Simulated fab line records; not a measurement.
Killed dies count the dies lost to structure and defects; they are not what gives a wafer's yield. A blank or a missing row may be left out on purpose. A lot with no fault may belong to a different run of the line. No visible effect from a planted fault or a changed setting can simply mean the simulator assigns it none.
A lot that was struck, set against a sound lot ; flow sky130 ; 15 out of 708 route steps
Sound: the wafers L277.3, L277.4, L277.6. Wafers L283.1, L283.2, L283.6 were the ones struck. At the end, the cause is stated.
For every step that has rows: the tool of each side, followed by ch and its chambers, followed by its first start. Under that, the readings that differ: sound wafers ; struck wafers ; difference of the means ; sigmas: that difference in standard deviations of wafers without a fault.
alike: readings with means less than 2 such deviations apart, plus words and numbers identical on both sides. not compared: withheld readings, readings lacking a value on some wafer, bounds such as >300 that could conceal the same value, and numbers that have no deviation in the record and whose values overlap.
A row with sigmas, a row that says differs or no value, or rows on one side alone: a step with any of these is where the two part. Non-overlapping numbers with no deviation appear without sigmas and do not part them. A reading missing from all wafers of one side parts the sides only when that side holds two or more wafers.

first, 4 steps without rows for these wafers: SKY_LDD_HVN_SOFTBAKE_03 (time 60 s); SKY_LDD_HVN_EXPOSE_04 (exposes mask HVNTM, target cd 700 nm); SKY_LDD_HVN_PEB_05; SKY_LDD_HVN_DEVELOP_06 (develop time 60 s).
SKY_LDD_HVN_OVL_MEAS_07:
  sound on overlay-02, day 20 11:20; struck on overlay-01, day 22 20:09
  alike: LDD_HVN_OVL
after that, 1 step had no rows for these wafers: SKY_LDD_HVN_IMPLANT_08.
SKY_LDD_HVN_STRIP_09: strips in O2/N2.
  sound on plasma_asher-02 ch 0,1, day 20 11:33; struck on plasma_asher-02 ch 0,1, day 22 20:20
  alike: drypump_motor_current_A, n2_flow_sccm, oes_product_au, strip_time_to_endpoint_s
  not compared: rf_hours_counter_h
SKY_LDD_HVN_TW_MEAS_10:
  sound on film_metro-03, day 20 11:38; struck on film_metro-04, day 22 20:26
  alike: LDD_HVN_TW
then, 4 steps without rows for these wafers: SKY_LDD_HVP_DEHYDRATE_00 (time 60 s); SKY_LDD_HVP_HMDS_01 (prime time 60 s); SKY_LDD_HVP_COAT_02 (resist thk 300 nm); SKY_LDD_HVP_SOFTBAKE_03 (time 60 s).
SKY_LDD_HVP_EXPOSE_04: exposes mask HVPTM, target cd 700 nm.
  sound on iline_stepper-01 ch 0, day 21 03:13; struck on iline_stepper-02 ch 0, day 23 11:56
reading;sound;struck;difference;sigmas
mask;HVPTM#0 HVPTM#0 HVPTM#0;HVPTM_R1#0 HVPTM_R1#0 HVPTM_R1#0;differs;
after that, 1 step had no rows for these wafers: SKY_LDD_HVP_PEB_05.
-- a jump in the record: the struck wafers' starts before and after are 24 days apart (it breaks off in module LDD_HVP and resumes in module PAD_OPEN, where the first step shown is number 708 of the route) --
SKY_PAD_OPEN_PROBE_99:
  sound on prober-02, day 46 06:11; struck on prober-02, day 47 19:25
  alike: killed_at_M0_to_M3, killed_at_M4_up, killed_at_contacts, killed_at_front_end, killed_at_other, killed_dies, killed_open, killed_short

WHERE THEY PART
At SKY_LDD_HVP_EXPOSE_04 and nowhere else, as far as this record goes. Later steps at which nothing parts them and some readings are alike: SKY_PAD_OPEN_PROBE_99.

WHY: what the simulator had put in
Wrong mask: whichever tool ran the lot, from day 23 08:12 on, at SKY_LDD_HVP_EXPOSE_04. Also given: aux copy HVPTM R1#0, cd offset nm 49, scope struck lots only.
